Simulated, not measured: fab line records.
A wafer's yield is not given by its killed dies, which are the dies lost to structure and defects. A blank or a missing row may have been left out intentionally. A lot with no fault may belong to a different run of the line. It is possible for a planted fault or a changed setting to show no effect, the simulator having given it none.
Which tool was responsible? :: flow sky130 :: 13 lots with 39 wafers sampled at 4 steps, on a route of 708 steps

== WHAT THE GAUGES READ, wafer by wafer ==
The record lacks any reading of a measuring or inspecting step that a usual standard deviation could be used to judge.

== WHAT TOOL EACH LOT RAN ON (gives the tool, then ch and the chambers of the sampled wafers, and finally the start) ==
lot: L291
SKY_SD_N_STRIP_11: plasmaAsher-02 ch 0,1, day 28 13:21
SKY_LI_CONTACT_STRIP_16: plasmaAsher-03 ch 0,1, day 29 20:02
SKY_LI_CONTACT_CVD_21: cvdW-01 ch 1, day 29 20:28
SKY_LOCAL_INTERCONNECT_SPUTTER_00: pvdSputter-03, day 29 21:04

lot: L292
SKY_SD_N_STRIP_11: plasmaAsher-02 ch 0,1, day 28 21:09
SKY_LI_CONTACT_STRIP_16: plasmaAsher-04 ch 0,1, day 30 03:50
SKY_LI_CONTACT_CVD_21: cvdW-01 ch 0,1, day 30 04:16
SKY_LOCAL_INTERCONNECT_SPUTTER_00: pvdSputter-02, day 30 04:52

lot: L293
SKY_SD_N_STRIP_11: plasmaAsher-03 ch 0,1, day 29 04:52
SKY_LI_CONTACT_STRIP_16: plasmaAsher-03 ch 0,1, day 30 11:16
SKY_LI_CONTACT_CVD_21: cvdW-02 ch 1, day 30 11:44
SKY_LOCAL_INTERCONNECT_SPUTTER_00: pvdSputter-03, day 30 12:25

lot: L294
SKY_SD_N_STRIP_11: plasmaAsher-02 ch 0,1, day 29 11:05
SKY_LI_CONTACT_STRIP_16: plasmaAsher-01 ch 0, day 30 17:22
SKY_LI_CONTACT_CVD_21: cvdW-02 ch 1, day 30 17:47
SKY_LOCAL_INTERCONNECT_SPUTTER_00: pvdSputter-03, day 30 18:31

lot: L297
SKY_SD_N_STRIP_11: plasmaAsher-02 ch 0,1, day 30 14:14
SKY_LI_CONTACT_STRIP_16: plasmaAsher-01 ch 0,1, day 31 19:13
SKY_LI_CONTACT_CVD_21: cvdW-02 ch 0,1, day 31 19:40
SKY_LOCAL_INTERCONNECT_SPUTTER_00: pvdSputter-02, day 31 20:14

lot: L298
SKY_SD_N_STRIP_11: plasmaAsher-03 ch 0,1, day 31 08:33
SKY_LI_CONTACT_STRIP_16: plasmaAsher-01 ch 0,1, day 32 12:46
SKY_LI_CONTACT_CVD_21: cvdW-01 ch 1, day 32 13:11
SKY_LOCAL_INTERCONNECT_SPUTTER_00: pvdSputter-04, day 32 13:47

lot: L299
SKY_SD_N_STRIP_11: plasmaAsher-02 ch 0,1, day 32 01:50
SKY_LI_CONTACT_STRIP_16: plasmaAsher-04 ch 0,1, day 33 08:49
SKY_LI_CONTACT_CVD_21: cvdW-01 ch 0,1, day 33 09:14
SKY_LOCAL_INTERCONNECT_SPUTTER_00: pvdSputter-03, day 33 09:51

lot: L300
SKY_SD_N_STRIP_11: plasmaAsher-03 ch 0,1, day 32 07:30
SKY_LI_CONTACT_STRIP_16: plasmaAsher-01 ch 0, day 33 11:13
SKY_LI_CONTACT_CVD_21: cvdW-01 ch 0, day 33 11:39
SKY_LOCAL_INTERCONNECT_SPUTTER_00: pvdSputter-03, day 33 12:16

lot: L301
SKY_SD_N_STRIP_11: plasmaAsher-02 ch 0,1, day 32 12:32
SKY_LI_CONTACT_STRIP_16: plasmaAsher-04 ch 0,1, day 33 16:25
SKY_LI_CONTACT_CVD_21: cvdW-01 ch 0, day 33 17:03
SKY_LOCAL_INTERCONNECT_SPUTTER_00: pvdSputter-04, day 33 17:47

lot: L305
SKY_SD_N_STRIP_11: plasmaAsher-03 ch 0,1, day 33 09:08
SKY_LI_CONTACT_STRIP_16: plasmaAsher-03 ch 0,1, day 34 12:22
SKY_LI_CONTACT_CVD_21: cvdW-02 ch 0,1, day 34 12:48
SKY_LOCAL_INTERCONNECT_SPUTTER_00: pvdSputter-03, day 34 13:22

lot: L308
SKY_SD_N_STRIP_11: plasmaAsher-02 ch 0,1, day 34 01:42
SKY_LI_CONTACT_STRIP_16: plasmaAsher-03 ch 0,1, day 35 05:38
SKY_LI_CONTACT_CVD_21: cvdW-02 ch 1, day 35 06:06
SKY_LOCAL_INTERCONNECT_SPUTTER_00: pvdSputter-02, day 35 06:47

lot: L310
SKY_SD_N_STRIP_11: plasmaAsher-04 ch 1, day 34 10:24
SKY_LI_CONTACT_STRIP_16: plasmaAsher-03 ch 0,1, day 35 14:26
SKY_LI_CONTACT_CVD_21: cvdW-02 ch 0,1, day 35 14:53
SKY_LOCAL_INTERCONNECT_SPUTTER_00: pvdSputter-03, day 35 15:30

lot: L314
SKY_SD_N_STRIP_11: plasmaAsher-02 ch 0,1, day 35 19:53
SKY_LI_CONTACT_STRIP_16: plasmaAsher-03 ch 0,1, day 36 23:35
SKY_LI_CONTACT_CVD_21: cvdW-02 ch 0, day 37 00:01
SKY_LOCAL_INTERCONNECT_SPUTTER_00: pvdSputter-02, day 37 00:37
- SKY_SD_N_STRIP_11: strips in O2/N2.
- SKY_LI_CONTACT_STRIP_16: strips in O2/N2.
- SKY_LI_CONTACT_CVD_21: deposits W, target thk 400 nm, time 120.56 s.
- SKY_LOCAL_INTERCONNECT_SPUTTER_00: material TiN, target thk 100 nm, time 83.3 s.

== AS READ BY THE TOOLS THEMSELVES (means over the sampled wafers that have a number; for cases with no such wafer, the mark the record gives instead) ==
SKY_SD_N_STRIP_11.
lot: L291
tool: plasmaAsher-02
chamberPressureMTorr (mTorr): 1499.4
drypumpMotorCurrentA (A): 6.1
n2FlowSccm (sccm): 299.7
oesProductAu (a.u.): 0.526
stripTimeToEndpointS (s): 22.53

lot: L292
tool: plasmaAsher-02
chamberPressureMTorr (mTorr): 1501.0
drypumpMotorCurrentA (A): 5.6
n2FlowSccm (sccm): 300.7
oesProductAu (a.u.): 0.530
stripTimeToEndpointS (s): 22.53

lot: L293
tool: plasmaAsher-03
chamberPressureMTorr (mTorr): 1499.8
drypumpMotorCurrentA (A): 5.9
n2FlowSccm (sccm): 300.5
oesProductAu (a.u.): 0.525
stripTimeToEndpointS (s): 22.56

lot: L294
tool: plasmaAsher-02
chamberPressureMTorr (mTorr): 1500.8
drypumpMotorCurrentA (A): 5.6
n2FlowSccm (sccm): 300.6
oesProductAu (a.u.): 0.532
stripTimeToEndpointS (s): 22.55

lot: L297
tool: plasmaAsher-02
chamberPressureMTorr (mTorr): 1498.5
drypumpMotorCurrentA (A): 6.1
n2FlowSccm (sccm): 300.3
oesProductAu (a.u.): 0.524
stripTimeToEndpointS (s): 22.58

lot: L298
tool: plasmaAsher-03
chamberPressureMTorr (mTorr): 1500.3
drypumpMotorCurrentA (A): 5.8
n2FlowSccm (sccm): 300.5
oesProductAu (a.u.): 0.531
stripTimeToEndpointS (s): 22.54

lot: L299
tool: plasmaAsher-02
chamberPressureMTorr (mTorr): 1500.2
drypumpMotorCurrentA (A): 5.6
n2FlowSccm (sccm): 300.8
oesProductAu (a.u.): 0.529
stripTimeToEndpointS (s): 22.49

lot: L300
tool: plasmaAsher-03
chamberPressureMTorr (mTorr): 1498.8
drypumpMotorCurrentA (A): 6.0
n2FlowSccm (sccm): 300.9
oesProductAu (a.u.): 0.527
stripTimeToEndpointS (s): 22.55

lot: L301
tool: plasmaAsher-02
chamberPressureMTorr (mTorr): 1498.5
drypumpMotorCurrentA (A): 5.6
n2FlowSccm (sccm): 300.8
oesProductAu (a.u.): 0.530
stripTimeToEndpointS (s): 22.58

lot: L305
tool: plasmaAsher-03
chamberPressureMTorr (mTorr): 1501.9
drypumpMotorCurrentA (A): 5.9
n2FlowSccm (sccm): 299.4
oesProductAu (a.u.): 0.528
stripTimeToEndpointS (s): 22.51

lot: L308
tool: plasmaAsher-02
chamberPressureMTorr (mTorr): 1500.8
drypumpMotorCurrentA (A): 6.1
n2FlowSccm (sccm): 300.4
oesProductAu (a.u.): 0.529
stripTimeToEndpointS (s): 22.57

lot: L310
tool: plasmaAsher-04
chamberPressureMTorr (mTorr): 1501.1
drypumpMotorCurrentA (A): 6.0
n2FlowSccm (sccm): 299.8
oesProductAu (a.u.): 0.525
stripTimeToEndpointS (s): 22.50

lot: L314
tool: plasmaAsher-02
chamberPressureMTorr (mTorr): 1500.2
drypumpMotorCurrentA (A): 6.1
n2FlowSccm (sccm): 300.2
oesProductAu (a.u.): 0.525
stripTimeToEndpointS (s): 22.57

SKY_LI_CONTACT_STRIP_16.
lot: L291
tool: plasmaAsher-03
chamberPressureMTorr (mTorr): 1500.0
drypumpMotorCurrentA (A): 5.9
n2FlowSccm (sccm): 299.4
oesProductAu (a.u.): 0.372
stripTimeToEndpointS (s): 3.511

lot: L292
tool: plasmaAsher-04
chamberPressureMTorr (mTorr): 1499.8
drypumpMotorCurrentA (A): 6.2
n2FlowSccm (sccm): 299.8
oesProductAu (a.u.): 0.372
stripTimeToEndpointS (s): 3.497

lot: L293
tool: plasmaAsher-03
chamberPressureMTorr (mTorr): 1500.7
drypumpMotorCurrentA (A): 5.8
n2FlowSccm (sccm): 300.8
oesProductAu (a.u.): 0.380
stripTimeToEndpointS (s): 3.503

lot: L294
tool: plasmaAsher-01
chamberPressureMTorr (mTorr): 1499.7
drypumpMotorCurrentA (A): 6.4
n2FlowSccm (sccm): 301.1
oesProductAu (a.u.): 0.375
stripTimeToEndpointS (s): 3.508

lot: L297
tool: plasmaAsher-01
chamberPressureMTorr (mTorr): 1500.4
drypumpMotorCurrentA (A): 6.2
n2FlowSccm (sccm): 299.0
oesProductAu (a.u.): 0.380
stripTimeToEndpointS (s): 3.527

lot: L298
tool: plasmaAsher-01
chamberPressureMTorr (mTorr): 1499.3
drypumpMotorCurrentA (A): 6.2
n2FlowSccm (sccm): 300.1
oesProductAu (a.u.): 0.376
stripTimeToEndpointS (s): 3.474

lot: L299
tool: plasmaAsher-04
chamberPressureMTorr (mTorr): 1500.7
drypumpMotorCurrentA (A): 6.3
n2FlowSccm (sccm): 299.7
oesProductAu (a.u.): 0.375
stripTimeToEndpointS (s): 3.509

lot: L300
tool: plasmaAsher-01
chamberPressureMTorr (mTorr): 1499.7
drypumpMotorCurrentA (A): 6.5
n2FlowSccm (sccm): 299.6
oesProductAu (a.u.): 0.379
stripTimeToEndpointS (s): 3.519

lot: L301
tool: plasmaAsher-04
chamberPressureMTorr (mTorr): 1500.6
drypumpMotorCurrentA (A): 6.4
n2FlowSccm (sccm): 300.8
oesProductAu (a.u.): 0.374
stripTimeToEndpointS (s): 3.476

lot: L305
tool: plasmaAsher-03
chamberPressureMTorr (mTorr): 1499.6
drypumpMotorCurrentA (A): 6.0
n2FlowSccm (sccm): 300.4
oesProductAu (a.u.): 0.373
stripTimeToEndpointS (s): 3.488

lot: L308
tool: plasmaAsher-03
chamberPressureMTorr (mTorr): 1501.2
drypumpMotorCurrentA (A): 6.0
n2FlowSccm (sccm): 300.1
oesProductAu (a.u.): 0.377
stripTimeToEndpointS (s): 3.492

lot: L310
tool: plasmaAsher-03
chamberPressureMTorr (mTorr): 1498.6
drypumpMotorCurrentA (A): 6.0
n2FlowSccm (sccm): 301.1
oesProductAu (a.u.): 0.379
stripTimeToEndpointS (s): 3.482

lot: L314
tool: plasmaAsher-03
chamberPressureMTorr (mTorr): 1499.7
drypumpMotorCurrentA (A): 5.8
n2FlowSccm (sccm): 299.6
oesProductAu (a.u.): 0.375
stripTimeToEndpointS (s): 3.493

SKY_LI_CONTACT_CVD_21.
lot: L291
tool: cvdW-01
heaterPowerW (W): 728

lot: L292
tool: cvdW-01
heaterPowerW (W): 810

lot: L293
tool: cvdW-02
heaterPowerW (W): 843

lot: L294
tool: cvdW-02
heaterPowerW (W): 855

lot: L297
tool: cvdW-02
heaterPowerW (W): 829

lot: L298
tool: cvdW-01
heaterPowerW (W): 730

lot: L299
tool: cvdW-01
heaterPowerW (W): 768

lot: L300
tool: cvdW-01
heaterPowerW (W): 868

lot: L301
tool: cvdW-01
heaterPowerW (W): 864

lot: L305
tool: cvdW-02
heaterPowerW (W): 834

lot: L308
tool: cvdW-02
heaterPowerW (W): 866

lot: L310
tool: cvdW-02
heaterPowerW (W): 831

lot: L314
tool: cvdW-02
heaterPowerW (W): 785

SKY_LOCAL_INTERCONNECT_SPUTTER_00.
lot: L291
tool: pvdSputter-03
cathodeDcPowerW (W): 6498.6
throttleValvePct (%): 30.5

lot: L292
tool: pvdSputter-02
cathodeDcPowerW (W): 6499.7
throttleValvePct (%): 30.2

lot: L293
tool: pvdSputter-03
cathodeDcPowerW (W): 6500.2
throttleValvePct (%): 30.0

lot: L294
tool: pvdSputter-03
cathodeDcPowerW (W): 6500.4
throttleValvePct (%): 30.1

lot: L297
tool: pvdSputter-02
cathodeDcPowerW (W): 6501.1
throttleValvePct (%): 29.5

lot: L298
tool: pvdSputter-04
cathodeDcPowerW (W): 6499.5
throttleValvePct (%): 30.3

lot: L299
tool: pvdSputter-03
cathodeDcPowerW (W): 6500.3
throttleValvePct (%): 30.5

lot: L300
tool: pvdSputter-03
cathodeDcPowerW (W): 6499.2
throttleValvePct (%): 30.6

lot: L301
tool: pvdSputter-04
cathodeDcPowerW (W): 6500.5
throttleValvePct (%): 30.0

lot: L305
tool: pvdSputter-03
cathodeDcPowerW (W): 6500.7
throttleValvePct (%): 30.6

lot: L308
tool: pvdSputter-02
cathodeDcPowerW (W): 6499.9
throttleValvePct (%): 30.4

lot: L310
tool: pvdSputter-03
cathodeDcPowerW (W): 6585.3
throttleValvePct (%): 30.1

lot: L314
tool: pvdSputter-02
cathodeDcPowerW (W): 6500.2
throttleValvePct (%): 30.2

== THE ANSWER, worked out from the rows above alone ==
Rule: the lots themselves supply what counts as usual. The widest of any qualifying gaps counts: lots, ordered by their means at a reading, are off when they make up no more than a third of the lots, leave a main group of 4 or more, and stand apart from it by 3 or more times the standard deviation of that group's means. If all means in a main group match to the digits the tables above print for the reading, that group is not used. A lot without any number at a reading at which 4 lots or more have one is off too. The other lots that the step has rows for count as sound. After the gauges, taken in route order, come the tools' own readings; for these a lot's mean is taken, as printed above. At the first step where some lot is off, the reading lying furthest off is the one used; lots without a number count as furthest.
Off, at SKY_LOCAL_INTERCONNECT_SPUTTER_00 on cathodeDcPowerW: L310. The main group: mean 6500.0 W, standard deviation 0.66.
If a tool, at that step or one of the process steps before it, ran each lot that is off and ran no sound lot following the first of them, it fits. This does not decide it: 2 tools fit, namely plasmaAsher-04 at SKY_SD_N_STRIP_11 and pvdSputter-03 at SKY_LOCAL_INTERCONNECT_SPUTTER_00.

== WHAT THE SIMULATOR HAD PUT IN ==
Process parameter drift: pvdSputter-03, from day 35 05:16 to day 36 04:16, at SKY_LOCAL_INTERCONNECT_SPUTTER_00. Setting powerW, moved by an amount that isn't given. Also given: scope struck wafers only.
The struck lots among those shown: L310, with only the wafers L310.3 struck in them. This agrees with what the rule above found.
